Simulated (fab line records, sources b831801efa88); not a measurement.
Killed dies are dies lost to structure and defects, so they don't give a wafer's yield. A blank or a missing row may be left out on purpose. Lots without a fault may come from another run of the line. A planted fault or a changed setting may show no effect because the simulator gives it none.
Which tool did it? | flow sky130 | 13 lots, 39 wafers sampled, at 5 steps of a route of 708

WHAT THE GAUGES READ, wafer by wafer
SKY_GATE_OXIDE_OVL_MEAS_10. Usual: GATE_OXIDE_OVL 0.5 nm, standard deviation 1.5.
lot  | measured     | on         | GATE_OXIDE_OVL (nm) | flag
L587 | day 14 03:44 | overlay-01 | -1.5 0.3 -0.4       |
L588 | day 14 08:28 | overlay-01 | 0.4 -1.1 0.8        |
L589 | day 14 20:23 | overlay-01 | 1.1 -0.5 0.5        |
L593 | day 16 07:11 | overlay-02 | -1.1 -3.3 0.0       |
L594 | day 16 19:17 | overlay-02 | 3.4 0.6 1.7         |
L595 | day 17 02:02 | overlay-02 | 2.1 -0.8 0.4        |
L596 | day 17 06:02 | overlay-02 | -1.4 -1.8 -0.8      |
L597 | day 17 19:22 | overlay-02 | 2.3 -0.1 1.3        |
L600 | day 19 01:08 | overlay-01 | 0.3 0.2 0.4         |
L601 | day 19 02:10 | overlay-02 | 0.2 0.1 1.3         |
L602 | day 19 15:23 | overlay-02 | 1.9 2.2 2.3         |
L603 | day 19 18:31 | overlay-01 | -1.0 -2.3 0.7       |
L609 | day 21 19:31 | overlay-02 | -0.2 0.1 1.5        |

SKY_GATE_OXIDE_TW_MEAS_14. Usual: GATE_OXIDE_TW 227.0, standard deviation 2.3.
lot  | measured     | on            | GATE_OXIDE_TW     | flag
L587 | day 14 04:07 | film_metro-02 | 229.8 229.9 230.8 |
L588 | day 14 08:52 | film_metro-02 | 229.7 230.5 231.6 |
L589 | day 14 20:46 | film_metro-02 | 230.9 230.1 229.6 |
L593 | day 16 07:40 | film_metro-03 | 226.0 225.4 225.3 |
L594 | day 16 19:41 | film_metro-03 | 226.8 226.6 225.4 |
L595 | day 17 02:25 | film_metro-04 | 225.6 225.3 225.2 |
L596 | day 17 06:25 | film_metro-04 | 225.3 226.2 225.4 |
L597 | day 17 19:46 | film_metro-02 | 231.2 232.2 232.0 |
L600 | day 19 01:32 | film_metro-02 | 230.5 229.6 231.9 |
L601 | day 19 02:34 | film_metro-04 | 226.9 225.9 226.2 |
L602 | day 19 15:46 | film_metro-03 | 227.0 226.3 227.8 |
L603 | day 19 18:55 | film_metro-04 | 227.2 225.9 225.1 |
L609 | day 21 19:55 | film_metro-04 | 226.1 226.5 224.8 |

SKY_LDD_HVP_OVL_MEAS_07. Usual: LDD_HVP_OVL 0.4 nm, standard deviation 1.2.
lot  | measured     | on         | LDD_HVP_OVL (nm)  | flag
L587 | day 21 21:19 | overlay-02 | 1.8 0.4 0.9       |
L588 | day 22 01:43 | overlay-01 | 0.2 -0.6 0.3      |
L589 | day 22 15:11 | overlay-01 | 1.4 1.9 1.9       |
L593 | day 24 06:34 | overlay-01 | -1.4 0.1 -0.9     |
L594 | day 24 16:41 | overlay-01 | 2.5 1.5 2.0       |
L595 | day 24 23:49 | overlay-01 | 2.5 2.2 0.9       |
L596 | day 25 07:49 | overlay-02 | 0.9 2.3 0.7       |
L597 | day 25 17:04 | overlay-02 | 0.3 -1.7 0.6      |
L600 | day 26 23:26 | overlay-02 | -82.4 -81.5 -81.7 | OFF
L601 | day 26 22:49 | overlay-01 | -81.2 -83.4 -84.1 | OFF
L602 | day 27 19:26 | overlay-01 | -81.9 -83.7 -82.1 | OFF
L603 | day 27 19:07 | overlay-02 | 1.1 -0.8 0.2      |
L609 | day 29 10:16 | overlay-02 | 0.4 1.3 1.2       |

WHICH TOOL RAN EACH LOT (tool, then ch and the chambers of the sampled wafers, then the start)
lot  | SKY_LDD_P_STRIP_10                   | SKY_LDD_HVP_EXPOSE_04
L587 | plasma_asher-01 ch 0,1, day 19 07:23 | iline_stepper-01 ch 0, day 21 06:41
L588 | plasma_asher-04 ch 0,1, day 19 14:08 | iline_stepper-01 ch 0, day 21 12:04
L589 | plasma_asher-04 ch 0,1, day 20 03:11 | iline_stepper-01 ch 0, day 22 00:20
L593 | plasma_asher-04 ch 0,1, day 21 17:17 | iline_stepper-02 ch 0, day 23 16:23
L594 | plasma_asher-04 ch 0,1, day 22 04:25 | iline_stepper-01 ch 0, day 24 02:28
L595 | plasma_asher-04 ch 0,1, day 22 12:29 | iline_stepper-01 ch 0, day 24 09:13
L596 | plasma_asher-02 ch 0,1, day 22 20:59 | iline_stepper-01 ch 0, day 24 17:05
L597 | plasma_asher-04 ch 0,1, day 23 06:25 | iline_stepper-02 ch 0, day 25 03:18
L600 | plasma_asher-01 ch 0,1, day 24 13:04 | iline_stepper-01 ch 0, day 26 09:25
L601 | plasma_asher-02 ch 0, day 24 12:44   | iline_stepper-01 ch 0, day 26 09:07
L602 | plasma_asher-01 ch 0,1, day 25 09:29 | iline_stepper-01 ch 0, day 27 04:49
L603 | plasma_asher-02 ch 0,1, day 25 09:05 | iline_stepper-02 ch 0, day 27 04:33
L609 | plasma_asher-02 ch 0,1, day 27 02:44 | iline_stepper-02 ch 0, day 28 21:03
- SKY_LDD_P_STRIP_10: strips in O2/N2.
- SKY_LDD_HVP_EXPOSE_04: exposes mask HVPTM, target cd 700 nm.

WHAT THE TOOLS THEMSELVES READ (means of the sampled wafers that have a number; where no wafer has one, the mark that the record gives instead)
SKY_LDD_P_STRIP_10. Usual: drypump_motor_current_A 6.1 A, standard deviation 0.32; oes_product_au 0.716 a.u., standard deviation 0.0047; strip_time_to_endpoint_s 14.16 s, standard deviation 0.042.
lot  | tool            | drypump_motor_current_A (A) | oes_product_au (a.u.) | strip_time_to_endpoint_s (s) | flag
L587 | plasma_asher-01 | 6.3                         | 0.713                 | 14.12                        |
L588 | plasma_asher-04 | 5.8                         | 0.720                 | 14.08                        |
L589 | plasma_asher-04 | 5.8                         | 0.715                 | 14.13                        |
L593 | plasma_asher-04 | 5.9                         | 0.715                 | 14.16                        |
L594 | plasma_asher-04 | 5.8                         | 0.718                 | 14.15                        |
L595 | plasma_asher-04 | 5.8                         | 0.715                 | 14.18                        |
L596 | plasma_asher-02 | 6.3                         | 0.717                 | 14.11                        |
L597 | plasma_asher-04 | 5.8                         | 0.718                 | 14.17                        |
L600 | plasma_asher-01 | 6.1                         | 0.713                 | 14.17                        |
L601 | plasma_asher-02 | 6.7                         | 0.716                 | 14.13                        |
L602 | plasma_asher-01 | 6.1                         | 0.716                 | 14.21                        |
L603 | plasma_asher-02 | 6.5                         | 0.721                 | 14.16                        |
L609 | plasma_asher-02 | 6.5                         | 0.716                 | 14.13                        |

SKY_LDD_HVP_EXPOSE_04. Usual: focus_offset_nm 0.0 nm, standard deviation 0.46.
lot  | tool             | focus_offset_nm (nm) | flag
L587 | iline_stepper-01 | 0.1                  |
L588 | iline_stepper-01 | 0.2                  |
L589 | iline_stepper-01 | -0.5                 |
L593 | iline_stepper-02 | -0.3                 |
L594 | iline_stepper-01 | -0.2                 |
L595 | iline_stepper-01 | 0.3                  |
L596 | iline_stepper-01 | 0.0                  |
L597 | iline_stepper-02 | -0.7                 |
L600 | iline_stepper-01 | -0.1                 |
L601 | iline_stepper-01 | -0.2                 |
L602 | iline_stepper-01 | -0.1                 |
L603 | iline_stepper-02 | 0.3                  |
L609 | iline_stepper-02 | -0.4                 |

THE ANSWER, worked out from the rows above alone
Rule: a lot is off if the mean of its wafers that have a number lies more than 3 standard deviations from the usual mean. A lot without any number at a reading at which 4 lots or more have one is off too. The other lots that the step has rows for count as sound. The gauges are gone through in route order, then the tools' own readings, and for those a lot's mean is taken as printed above. The first step at which some lot is off is used, and at that step the reading that is off furthest; a lot without a number counts as furthest.
Off: L600, L601, L602, at SKY_LDD_HVP_OVL_MEAS_07 (LDD_HVP_OVL).
A tool fits if, at a process step before that reading, it ran every lot that is off, and no sound lot after the first of them. The gauges at SKY_LDD_HVP_OVL_MEAS_07 are tried like those tools. One fits: iline_stepper-01 at SKY_LDD_HVP_EXPOSE_04. Its last sound lot is L596 (day 24 17:05), its first lot that is off L601 (day 26 09:07): a fault that began between those two fits.

WHAT THE SIMULATOR HAD PUT IN
Scanner matching overlay: iline_stepper-01, from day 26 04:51 on, at SKY_LDD_HVP_EXPOSE_04. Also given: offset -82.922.
Lots struck among those shown: L600, L601, L602. The rule above found the same.
